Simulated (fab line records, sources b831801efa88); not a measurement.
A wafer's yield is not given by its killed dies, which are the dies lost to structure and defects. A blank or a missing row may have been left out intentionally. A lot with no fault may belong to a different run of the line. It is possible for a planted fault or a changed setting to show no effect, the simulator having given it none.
fab line records	flow sky130
[record] lots = 6	wafers = 18	last_day = 50
route steps=708 shown POLY_GATE@229 LDD_N@237
lots that met no fault: taken from a fault-free run of the same line
start_h: hours from the record's first day to the start of the lot's first wafer shown	wait_h: hours from the lot's prior step to this one	" same as the row above	L1.1+2: several wafers, shown together as one row	- no value, or no start given	* or withheld: withheld	< > ~ a bound
route shown NAME@n: NAME is a module with steps in the file, n the number in the route of the first one	usual: mean/standard deviation taken from wafers without a fault	same: alike in all rows	chamber/n: place in a boat	sites: each site's reading	_std_site: standard deviation across them	_edge_site: mean of outer sites minus mean of inner sites	radius_mm: how far each site lies from the wafer's centre	mask NAME#n: copy n	behind: the tool/chamber that last shaped the wafer	hold: cause of the lot's hold/its duration in hours/its outcome	device: transistor that didn't switch, given as n, p or np	end of line: at the end of the route, the tests of the same wafers	for a step that has no rows: nothing shown but its recipe	killed: dies that structure and defects cost at the first sort, which is not the same as the wafer's yield	map: a wafer's dies, marking killed ones x, the rest . and places with no die _
set.NAME: the setting the step ran with; set.NAME@STEP: the setting that earlier step ran with	model.NAME: the simulator's own value behind a step, which no gauge read
lots at selected steps of the route; one table per step, one row per wafer
services: from which hour (start_h, from the record's first day; less than 0 if before it) a tool's chamber was out of use, for how many hours, and why
[[steps]]
[step SKY_POLY_GATE_ETCH_15]
[recipe] chemistry = N2/H2	target = BARC	ion_energy_ev = 200	source_w = 500	bias_w = 100	pressure_mtorr = 30	n2_flow_sccm = 100	h2_flow_sccm = 200	stop_on = SiO2	time_s = 118.5	target_depth_a = 1100
[usual] drypump_motor_current_A = 5.7/0.48	oes_product_au = 0.716/0.0042	rf_fwd_power_W = 497.3/1.7	throttle_valve_pct = 13.212/0.0083
lot.wafer	tool	chamber	start_h	wait_h	drypump_motor_current_A	oes_product_au	rf_fwd_power_W	rf_hours_counter_h	throttle_valve_pct
L697.1	rie_diel-01	1	445.83	0.0	5.7	0.718	497.1	10	13.214
L697.3	"	0	"	"	5.6	0.715	495.2	23	13.215
L697.6	"	1	"	"	5.7	0.711	498.5	-	13.224
L703.1	rie_diel-01	0	463.53	0.0	5.6	0.707	494.1	24	13.207
L703.3	"	2	"	"	6.1	0.715	499.9	0	13.225
L703.6	"	2	"	"	6.1	0.714	499.8	-	13.206
L709.3	rie_diel-02	1	516.77	0.0	5.5	0.711	497.2	3	13.205
L709.4	"	2	"	"	6.4	0.718	498.1	4	13.201
L709.6	"	1	"	"	5.5	0.718	496.9	-	13.197
L711.3	rie_diel-04	1	524.72	0.0	5.2	0.711	494.9	14	13.209
L711.4	"	0	"	"	6.4	0.718	496.8	79	13.203
L711.6	"	0	"	"	6.4	0.717	498.2	-	13.219
L712.3	rie_diel-04	2	543.57	0.0	5.0	0.716	497.0	63	13.211
L712.4	"	1	"	"	5.1	0.718	496.9	15	13.230
L712.5	"	2	"	"	5.0	0.710	500.6	-	13.204
L715.2	rie_diel-04	0	565.98	0.0	6.4	0.723	498.3	80	13.220
L715.4	"	2	"	"	5.0	0.728	500.6	64	13.223
L715.5	"	1	"	"	5.1	0.711	498.2	-	13.223
[step SKY_POLY_GATE_ETCH_16]
[recipe] stop_on = poly-Si	chemistry = CH3F/O2	target = Si3N4	source_w = 400	bias_w = 80	pressure_mtorr = 25	ch3f_flow_sccm = 40	O2_flow_sccm = 30	time_s = 147.5	target_depth_a = 750
[usual] drypump_motor_current_A = 5.7/0.48	oes_product_au = 0.641/0.005	rf_fwd_power_W = 398.2/1.3	throttle_valve_pct = 10.535/0.0093
lot.wafer	tool	chamber	start_h	wait_h	drypump_motor_current_A	oes_product_au	rf_fwd_power_W	rf_hours_counter_h	throttle_valve_pct
L697.1	rie_diel-01	1	445.91	0.0	5.7	0.643	399.9	10	10.529
L697.3	"	0	"	"	5.6	0.645	397.4	23	10.535
L697.6	"	1	"	"	5.7	0.635	399.4	-	10.531
L703.1	rie_diel-01	0	463.61	0.0	5.6	0.643	396.5	24	10.542
L703.3	"	2	"	"	6.1	0.646	398.7	0	10.537
L703.6	"	2	"	"	6.1	0.641	398.7	-	10.554
L709.3	rie_diel-02	1	516.85	0.0	5.5	0.641	399.6	3	10.537
L709.4	"	2	"	"	6.4	0.634	398.1	4	10.544
L709.6	"	1	"	"	5.4	0.641	399.6	-	10.543
L711.3	rie_diel-04	1	524.80	0.0	5.2	0.636	397.2	14	10.557
L711.4	"	0	"	"	6.4	0.646	399.5	80	10.537
L711.6	"	0	"	"	6.4	0.648	397.8	-	10.526
L712.3	rie_diel-04	2	543.65	0.0	5.0	0.653	400.5	63	10.538
L712.4	"	1	"	"	5.1	0.640	396.1	15	10.543
L712.5	"	2	"	"	5.0	0.643	399.7	-	10.540
L715.2	rie_diel-04	0	566.06	0.0	6.4	0.644	400.0	80	10.548
L715.4	"	2	"	"	5.0	0.640	399.9	64	10.532
L715.5	"	1	"	"	5.1	0.641	395.0	-	10.531
[step SKY_POLY_GATE_ETCH_17]
[recipe] target_depth_nm = 180	stop_on = SiO2	over_etch_frac = 0.56667	chemistry = HBr/Cl2	target = poly-Si	icp_w = 400	bias_w = 100	pressure_mtorr = 10	HBr_flow_sccm = 150	Cl2_flow_sccm = 50	time_s = 70.5
[usual] drypump_motor_current_A = 5.8/0.43	oes_product_au = 0.986/0.0085	rf_fwd_power_W = 396.5/1.6	throttle_valve_pct = 33.684/0.0093
lot.wafer	tool	chamber	start_h	wait_h	drypump_motor_current_A	oes_product_au	rf_fwd_power_W	rf_hours_counter_h	throttle_valve_pct
L697.1	rie_si-02	3	446.01	0.0	6.2	0.989	396.7	3	33.685
L697.3	"	0	"	"	5.6	0.983	397.2	6	33.690
L697.6	"	1	"	"	5.6	0.976	393.4	-	33.671
L703.1	rie_si-01	0	463.71	0.0	5.5	0.973	395.4	66	33.665
L703.3	"	1	"	"	6.3	1.001	394.8	2	33.682
L703.6	"	1	"	"	6.3	0.998	395.2	-	33.693
L709.3	rie_si-01	0	516.95	0.0	5.5	0.993	396.5	0	33.689
L709.4	"	1	"	"	6.4	0.993	394.0	-	33.690
L709.6	"	0	"	"	5.5	0.984	398.9	-	33.683
L711.3	rie_si-01	3	524.90	0.0	5.8	0.990	394.6	0	33.696
L711.4	"	1	"	"	6.3	0.980	395.2	-	33.671
L711.6	"	3	"	"	5.7	0.986	397.1	-	33.682
L712.3	rie_si-02	0	543.75	0.0	5.6	0.999	395.5	6	33.673
L712.4	"	2	"	"	5.0	0.980	396.0	1	33.693
L712.5	"	0	"	"	5.5	0.989	394.2	-	33.673
L715.2	rie_si-01	1	566.16	0.0	6.3	0.995	396.2	2	33.690
L715.4	"	3	"	"	5.8	0.984	393.6	0	33.685
L715.5	"	1	"	"	6.3	0.989	394.3	-	33.675
[step SKY_POLY_GATE_STRIP_18]
[recipe] chemistry = O2/N2	power_w = 1451	pressure_mtorr = 1500	platen_temp_c = withheld	o2_flow_sccm = 3000	n2_flow_sccm = 300	overash_fraction = 0.5
[usual] drypump_motor_current_A = 5.72/0.25	oes_product_au = 0.361/0.0055	strip_time_to_endpoint_s = 3.08/0.049
lot.wafer	tool	chamber	start_h	wait_h	drypump_motor_current_A	oes_product_au	rf_hours_counter_h	strip_time_to_endpoint_s
L697.1	plasma_asher-03	1	446.06	0.0	5.38	0.363	60	3.03
L697.3	"	0	"	"	5.66	0.362	-	3.05
L697.6	"	1	"	"	5.40	0.361	-	3.12
L703.1	plasma_asher-04	0	463.76	0.0	5.56	0.364	3	3.10
L703.3	"	0	"	"	5.58	0.358	-	3.07
L703.6	"	0	"	"	5.57	0.356	-	3.07
L709.3	plasma_asher-03	0	517.04	0.1	5.67	0.355	-	3.06
L709.4	"	1	"	"	5.41	0.356	-	3.09
L709.6	"	0	"	"	5.67	0.357	-	3.06
L711.3	plasma_asher-04	0	524.99	0.1	5.58	0.362	-	3.15
L711.4	"	1	"	"	6.17	0.364	-	3.05
L711.6	"	0	"	"	5.60	0.358	-	3.04
L712.3	plasma_asher-02	0	543.84	0.1	5.62	0.361	-	3.13
L712.4	"	1	"	"	5.82	0.359	-	3.16
L712.5	"	0	"	"	5.64	0.353	-	3.09
L715.2	plasma_asher-02	1	566.21	0.0	5.79	0.355	90	3.06
L715.4	"	0	"	"	5.61	0.357	-	3.11
L715.5	"	0	"	"	5.61	0.355	-	3.11
[step SKY_POLY_GATE_CLEAN_19]
[recipe] chemistry = SC1/SC2	mix = 1:4:20	temp_c = 70	time_s = 150	dry = n2_spin
[step SKY_POLY_GATE_OXIDATION_20]
[recipe] temp_c = 850	ambient = O2	stabilise_s = 600	purge_s = 300	target_thk_a = 40	ox_time_s = 899
[step SKY_POLY_GATE_THK_MEAS_21]
[recipe] reads = SiO2_of_POLY_GATE_OXIDATION_20
[usual] POLY_GATE_OXIDATION_THK = 3.98/0.08
lot.wafer	tool	chamber	start_h	wait_h	POLY_GATE_OXIDATION_THK[nm]
L697.1	film_metro-03	-	450.26	0.0	3.99
L697.3	"	-	"	"	3.97
L697.6	"	-	"	"	4.04
L703.1	film_metro-04	-	465.16	0.0	3.88
L703.3	"	-	"	"	3.89
L703.6	"	-	"	"	3.94
L709.3	film_metro-02	-	518.43	0.0	3.83
L709.4	"	-	"	"	3.82
L709.6	"	-	"	"	3.87
L711.3	film_metro-02	-	526.38	0.0	3.84
L711.4	"	-	"	"	3.86
L711.6	"	-	"	"	3.93
L712.3	film_metro-04	-	545.23	0.0	4.02
L712.4	"	-	"	"	4.03
L712.5	"	-	"	"	3.95
L715.2	film_metro-04	-	568.17	0.0	3.91
L715.4	"	-	"	"	3.91
L715.5	"	-	"	"	3.85
[step SKY_POLY_GATE_CD_MEAS_22]
[usual] cd_nm = 150/3.4
lot.wafer	tool	chamber	start_h	wait_h	cd_nm
L697.1	cd_sem-01	-	450.32	0.1	153
L697.3	"	-	"	"	153
L697.6	"	-	"	"	151
L703.1	cd_sem-02	-	465.22	0.1	153
L703.3	"	-	"	"	152
L703.6	"	-	"	"	153
L709.3	cd_sem-01	-	518.53	0.1	146
L709.4	"	-	"	"	150
L709.6	"	-	"	"	146
L711.3	cd_sem-01	-	526.48	0.1	150
L711.4	"	-	"	"	152
L711.6	"	-	"	"	155
L712.3	cd_sem-01	-	545.33	0.1	148
L712.4	"	-	"	"	144
L712.5	"	-	"	"	148
L715.2	cd_sem-01	-	568.25	0.1	149
L715.4	"	-	"	"	150
L715.5	"	-	"	"	145
[step SKY_LDD_N_DEHYDRATE_00]
[recipe] temp_c = 200	time_s = 60
[step SKY_LDD_N_HMDS_01]
[recipe] prime_time_s = 60	prime_temp_c = 120
[step SKY_LDD_N_COAT_02]
[recipe] resist = NOVOLAK	spin_rpm = 3000	resist_thk_nm = 300
[step SKY_LDD_N_SOFTBAKE_03]
[recipe] temp_c = 90	time_s = 60	resist = NOVOLAK
[step SKY_LDD_N_EXPOSE_04]
[recipe] mask_id = NTM	target_cd_nm = 840	na = 0.6	source_shape = conventional	sigma_outer = 0.6	dose_mj = 110
[usual] exposure_dose_mJ_cm2 = 110.01/0.11	focus_offset_nm = 0.0/0.53	reticle_temp_C = 22.99/0.1
lot.wafer	tool	chamber	start_h	wait_h	mask	exposure_dose_mJ_cm2	focus_offset_nm	reticle_temp_C
L697.1	iline_stepper-01	0	466.30	-	NTM#0	109.95	0.3	22.92
L697.3	"	0	"	"	NTM#0	109.89	-0.2	22.98
L697.6	"	0	"	"	NTM#0	109.84	0.9	22.88
L703.1	iline_stepper-01	0	480.51	-	NTM#0	110.01	0.1	22.93
L703.3	"	0	"	"	NTM#0	110.04	0.6	22.96
L703.6	"	0	"	"	NTM#0	109.97	-0.6	22.99
L709.3	iline_stepper-02	-	535.13	-	NTM#0	-	-	-
L709.4	"	-	"	"	NTM#0	-	-	-
L709.6	"	-	"	"	NTM#0	-	-	-
L711.3	iline_stepper-01	-	542.10	-	NTM#0	-	-	-
L711.4	"	-	"	"	NTM#0	-	-	-
L711.6	"	-	"	"	NTM#0	-	-	-
L712.3	iline_stepper-02	0	560.48	-	NTM#0	110.04	0.5	22.94
L712.4	"	0	"	"	NTM#0	110.02	0.4	22.93
L712.5	"	0	"	"	NTM#0	110.10	-0.1	22.87
L715.2	iline_stepper-02	0	582.09	-	NTM#0	110.09	-0.2	22.97
L715.4	"	0	"	"	NTM#0	109.80	0.3	23.08
L715.5	"	0	"	"	NTM#0	109.99	-1.1	23.08
[step SKY_LDD_N_PEB_05]
[recipe] temp_c = withheld	time_s = *	resist = NOVOLAK
[[services]]
tool	chamber	start_h	hours	kind
iline_stepper-01	-	421.90	1.7	pm
rie_diel-01	2	422.97	5.7	repair
rie_si-02	2	428.63	2.6	repair
rie_diel-01	3	440.92	1.7	repair
iline_stepper-01	-	456.30	6.0	repair
rie_si-02	1	471.34	17.2	repair
rie_diel-01	1	482.93	20.4	repair
rie_si-02	0	485.96	4.4	repair
rie_diel-02	2	486.31	7.8	repair
rie_diel-01	0	487.41	3.2	repair
plasma_asher-03	-	490.70	1.2	repair
rie_diel-01	2	493.37	14.4	repair
iline_stepper-02	-	504.14	4.4	pm
rie_diel-02	1	505.64	9.8	repair
iline_stepper-02	-	508.58	2.1	pm
rie_si-01	2	512.16	12.8	repair
iline_stepper-02	-	523.39	1.7	pm
rie_si-02	0	549.76	8.8	repair
plasma_asher-03	-	551.24	1.0	repair
rie_diel-02	2	563.43	11.3	repair
rie_diel-04	0	569.53	-	clean
rie_diel-04	0	569.53	14.6	scheduled_down
rie_diel-02	0	572.40	2.6	repair
iline_stepper-01	-	572.61	0.6	repair
[[key]]
[first_sign] step = SKY_LDD_N_EXPOSE_04	reading = tool_record	direction = missing
effect none on later readings
met_at SKY_LDD_N_EXPOSE_04
struck_wafers L709.3,L709.4,L709.6,L711.3,L711.4,L711.6
sort_left_out L709.3,L709.4,L709.6,L711.3,L711.4,L711.6
tester_left_out L709,L711
onset_between 480.51 535.13
[fault] kind = skipped_step_whole	tool = iline_stepper-01,iline_stepper-02	chamber = -	onset_h = 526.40	steps = SKY_LDD_N_EXPOSE_04	scope = struck_lots_only
// tester_left_out: of these lots the tester's yield and bins aren't shown, on N5 and GAA mostly nor the transistor test; their killed dies are dies lost to structure and defects alone, not to doping, threshold or leakage, so they don't give the yield
// sort_left_out: the simulated sort isn't trusted on such a fault, so these wafers' sort isn't shown, and their yield isn't known
